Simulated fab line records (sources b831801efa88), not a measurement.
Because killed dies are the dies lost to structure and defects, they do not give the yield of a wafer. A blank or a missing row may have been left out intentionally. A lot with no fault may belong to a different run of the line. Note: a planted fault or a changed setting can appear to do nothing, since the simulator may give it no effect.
Problem report, 8D (eight disciplines) form, completed by code / flow gf180mcu / the parts of the form that need people (team, actions taken, sign-off) are left out

1. THE ISSUE
MIM_CVD_05_THK at GF_MIM_THK_MEAS_06 reads a mean of 75.8 nm on 2 wafers of 1 lot; wafers without a fault read 41.9 nm with a standard deviation of 0.6. That is +56 standard deviations from the usual mean.
Earliest sighting: wafer L684.2 on filmMetro-04 at day 29 04:52. Wafers with a number at this step in the record: 15, from 5 lots. Rule for "out" (also "out of limits"): further than 4 standard deviations from the usual mean. All remaining wafers that have a number are taken as sound.

2. WHAT IT IS, AND WHAT IT ISN'T
question=which readings at this step | is=MIM_CVD_05_THK | is not=-
question=which lots | is=L684 | is not=L677, L681, L691, L692
question=which wafers of those lots | is=L684.2, L684.4 | is not=L684.3
question=read on which gauges | is=filmMetro-04 | is not=filmMetro-01
question=when | is=from day 29 04:52 | is not=up to then (7 sound wafers); but 6 sound wafers of L691, L692 came after

3. SUSPECTS, AND WHAT RULES EACH OUT
Counting: a tool at a process step up to the reading stays a suspect if it ran every lot that is out. Sound lots after the first of them don't rule it out here, since some wafers of a struck lot are sound.
- the gauge at GF_MIM_THK_MEAS_06: kept. All the wafers that are out were read on filmMetro-04, and no step on other tools shows them out.
- pvdSputter-02 at GF_V4_SPUTTER_21 (material Ti, target thk 15 nm, time 80.02 s): kept. It ran the lot that is out, L684 (day 29 03:54).
- pvdSputter-02 at GF_V4_SPUTTER_22 (material TiN, target thk 10 nm, time 40 s): kept. It ran the lot that is out, L684 (day 29 03:58).
- cmp-01 at GF_V4_CMP_26 (polishes, stops on SiO2, t overpolish 15 s, target thk 0 nm): kept. It ran the lot that is out, L684 (day 29 04:20).
- pvdSputter-01 at GF_MIM_SPUTTER_04 (material TiN, target thk 50 nm, time 41.7 s): kept. It ran the lot that is out, L684 (day 29 04:46); its last sound lot up to then is L681 (day 28 09:12).
- pecvd-02 at GF_MIM_CVD_05 (deposits Si3N4, target thk 42 nm, time 29.086 s): kept. It ran the lot that is out, L684 (day 29 04:49); its last sound lot up to then is L681 (day 28 09:16).
- Within cmp-01 at GF_V4_CMP_26: the wafers that are out ran in chambers 0, 3; their sound lot-mates ran in chamber 2.
Left after counting: pvdSputter-02 at GF_V4_SPUTTER_21, pvdSputter-02 at GF_V4_SPUTTER_22, cmp-01 at GF_V4_CMP_26, pvdSputter-01 at GF_MIM_SPUTTER_04, pecvd-02 at GF_MIM_CVD_05, filmMetro-04 at GF_MIM_THK_MEAS_06.

4. THE CAUSE (what the simulator had put in)
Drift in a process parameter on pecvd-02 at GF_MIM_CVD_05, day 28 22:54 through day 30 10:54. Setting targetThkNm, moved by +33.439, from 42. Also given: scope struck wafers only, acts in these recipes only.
Counting leaves 6 suspects; this tool is one of them.

5. THE CHAIN OF EFFECTS, in route order
Rows list readings where the struck wafers' mean (over those with a number) sits beyond 3 standard deviations from the usual. Readings are gone through only where the record gives a usual standard deviation; hours: the median, over the lots, of the time from a lot's start at the first step in this table giving one to that lot's start at this step; sigmas: the change measured in usual standard deviations.
hours=0; step=GF_MIM_THK_MEAS_06; reading=MIM_CVD_05_THK; usual=41.9 nm; on struck wafers=75.8; change=+33.9; sigmas=+56
At these later measuring or inspecting steps, every struck wafer for which the step has a row has a number for every such reading, and none has moved that far: GF_MIM_RS_MEAS_10, GF_MIM_THK_MEAS_11, GF_M5_CD_MEAS_07, GF_M5_OVL_MEAS_08.

6. WHAT WOULD HAVE CAUGHT IT SOONER
In this record the first reading out of limits at a measuring or inspecting step was taken at day 29 04:52, 6 hours after the fault began at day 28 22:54.
An alarm limit of 4 standard deviations would not have fired on the tool readings at GF_MIM_CVD_05 for which the record gives a usual standard deviation, since none of them was out on any struck wafer.
The start of GF_MIM_CVD_05 on pecvd-02 came by day 29 04:52 for every one of the lots that are out (1). Had the tool been put on hold then, not one of them would have been saved.
